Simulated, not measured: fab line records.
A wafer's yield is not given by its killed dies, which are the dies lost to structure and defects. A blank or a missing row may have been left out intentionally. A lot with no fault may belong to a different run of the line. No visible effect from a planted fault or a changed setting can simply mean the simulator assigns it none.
Struck lot and sound lot, side by side + flow sky130 + 18 steps out of a route of 708
Sound: the wafers L464.3, L464.5, L464.6. The struck wafers were L460.1, L460.5, L460.6. The cause is given at the end.
For every step that has rows: the tool of each side, followed by ch and its chambers, followed by its first start. Under that, the readings that differ: sound wafers + struck wafers + difference of the means + sigmas: that difference in standard deviations of wafers without a fault.
alike: same words and numbers on both sides, and readings whose means sit less than 2 such deviations apart. not compared: any withheld reading, any reading some wafer has no value for, any bound like >300 that may hide the same value, and any number with overlapping values for which the record gives no deviation.
Wherever a step has rows on one side only, a row that says differs or no value, or a row with sigmas, the two part there. When numbers do not overlap yet have no deviation, they are printed without sigmas and do not part them. A reading missing from all wafers of one side parts the sides only when that side holds two or more wafers.

first, 1 step without rows for these wafers: SKY_VIA1_ETCH_15 (etches SiO2 in C4F8/O2/Ar, stops on TiN, target depth 351 nm, time 54 s).
SKY_VIA1_STRIP_16: strips in O2/N2.
  sound on plasma_asher-01 ch 0,1, day 40 00:07; struck on plasma_asher-03 ch 0,1, day 39 05:27
  alike: drypump_motor_current_A, oes_product_au, strip_time_to_endpoint_s
  not compared: rf_hours_counter_h
then, 3 steps without rows for these wafers: SKY_VIA1_STRIP_17 (strips in post etch residue remover, time 1200 s); SKY_VIA1_CLEAN_18 (cleans in IPA, time 180 s); SKY_VIA1_CLEAN_19 (cleans in O3/DIW).
SKY_VIA1_SPUTTER_20: material TiN, target thk 20 nm, time 80 s.
  sound on pvd_sputter-04, day 40 00:42; struck on pvd_sputter-01, day 39 06:08
  alike: cathode_dc_power_W, chamber_pressure_pa, throttle_valve_pct
then, 1 step without rows for these wafers: SKY_VIA1_CVD_21 (deposits W, target thk 270 nm, time 80.902 s).
SKY_VIA1_RS_MEAS_22: the measuring method here is four-point-probe.
  sound on film_metro-01, day 40 00:53; struck on film_metro-03, day 39 06:17
  alike: VIA1_W_RS
SKY_VIA1_THK_MEAS_23: measures by xrf.
  sound on film_metro-01, day 40 00:59; struck on film_metro-03, day 39 06:24
  alike: VIA1_W_THK
then, 1 step without rows for these wafers: SKY_VIA1_CMP_24 (polishes, stops on SiO2, t overpolish 15 s, target thk 0 nm).
SKY_METAL2_SPUTTER_00: material Ti, target thk 15 nm, time 10 s.
  sound on pvd_sputter-02, day 40 01:20; struck on pvd_sputter-03, day 39 06:46
  alike: cathode_dc_power_W, chamber_pressure_pa, throttle_valve_pct
SKY_METAL2_SPUTTER_01: material TiN, target thk 20 nm, time 16.7 s.
  sound on pvd_sputter-02, day 40 01:21; struck on pvd_sputter-03, day 39 06:47
  alike: cathode_dc_power_W, chamber_pressure_pa, throttle_valve_pct
SKY_METAL2_SPUTTER_02: material AlCu, target thk 250 nm, time 13.3 s.
  sound on pvd_sputter-02, day 40 01:23; struck on pvd_sputter-03, day 39 06:49
  no value came back on the struck wafers for cathode_dc_power_W (W), chamber_pressure_pa (Pa), throttle_valve_pct (%); on the sound wafers cathode_dc_power_W (W) reads 10595 10602 10604
SKY_METAL2_SPUTTER_03: material Ti, target thk 5 nm, time 3.3 s.
  sound on pvd_sputter-02, day 40 01:24; struck on pvd_sputter-03, day 39 06:50
  alike: cathode_dc_power_W, chamber_pressure_pa, throttle_valve_pct
then, 1 step without rows for these wafers: SKY_METAL2_SPUTTER_04 (material TiN, target thk 70 nm, time 60.39 s).
SKY_METAL2_RS_MEAS_05: the measuring method here is four-point-probe.
  sound on film_metro-04, day 40 01:31; struck on film_metro-02, day 39 06:54
| reading                 | sound                | struck               | difference | sigmas      |
|-------------------------|----------------------|----------------------|------------|-------------|
| METAL2_ALCU_RS (ohm/sq) | 0.1269 0.1265 0.1278 | 8.4237 8.4414 8.3976 | +8.2938    | +99 or more |
SKY_METAL2_THK_MEAS_06: measures by xrf.
  sound on film_metro-04, day 40 01:37; struck on film_metro-02, day 39 07:01
| reading              | sound             | struck         | difference | sigmas |
|----------------------|-------------------|----------------|------------|--------|
| METAL2_ALCU_THK (nm) | 250.9 251.2 247.5 | <0.3 <0.3 <0.3 | differs    |        |
then, 1 step without rows for these wafers: SKY_METAL2_DEHYDRATE_07 (time 60 s).

== WHERE THEY PART ==
Last at SKY_METAL2_THK_MEAS_06 as far as this record goes, first at SKY_METAL2_SPUTTER_02.

WHY: what the simulator had put in
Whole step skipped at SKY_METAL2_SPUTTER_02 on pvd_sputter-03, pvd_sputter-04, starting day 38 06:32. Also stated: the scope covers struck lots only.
